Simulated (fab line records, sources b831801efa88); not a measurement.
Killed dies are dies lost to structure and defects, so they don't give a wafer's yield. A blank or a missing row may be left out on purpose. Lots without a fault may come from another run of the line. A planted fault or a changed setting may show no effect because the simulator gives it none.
Chamber matching | flow sky130 | SKY_METAL3_ETCH_17 on rie_diel-04: 4 sister chambers
The step etches SiO2 in C4F8/O2/Ar, stops on TiN, time 3.9 s, target depth 15 nm. 4 wafers are shown with their chamber, then 7 later ones without.

WAFERS WITH THEIR CHAMBER
wafer  | chamber | oes_product_au (a.u.)
L950.6 | 1       | 0.759
L959.5 | 2       | 0.760
L960.3 | 3       | 0.749
L960.4 | 0       | 0.752

WAFERS WITHOUT THEIR CHAMBER
wafer  | oes_product_au (a.u.)
L960.6 | 0.772
L961.1 | 0.749
L961.2 | 0.753
L961.3 | 0.753
L962.2 | 0.754
L962.4 | 0.757
L962.5 | 0.756

WHICH CHAMBER EACH WENT THROUGH
wafer  | from the rows above               | in truth
L960.6 | can't be placed: 2 or 1 or 0      | 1
L961.1 | can't be placed: 3 or 0           | 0
L961.2 | can't be placed: 0 or 3 or 1 or 2 | 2
L961.3 | can't be placed: 0 or 3 or 1 or 2 | 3
L962.2 | can't be placed: 0 or 1 or 3 or 2 | 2
L962.4 | can't be placed: 1 or 2 or 0 or 3 | 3
L962.5 | can't be placed: 1 or 0 or 2 or 3 | 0
Placed correctly: 0 of 7. Can't be placed from these rows: 7 (the true chamber is among the candidates in 7). Placed wrongly: 0.
How it was worked out, from the rows above alone: a wafer's distance from a chamber is the root of the sum, over the readings, of the square of ((its reading less the chamber's mean) divided by the reading's scatter). The wafer belongs to the nearest chamber; if the next one is less than 2 further off, it can't be placed. A chamber's mean is the mean of its shown wafers. The scatter: with one shown wafer a chamber, the root of the mean of the squares of how far each hidden wafer lies from its nearest shown one.
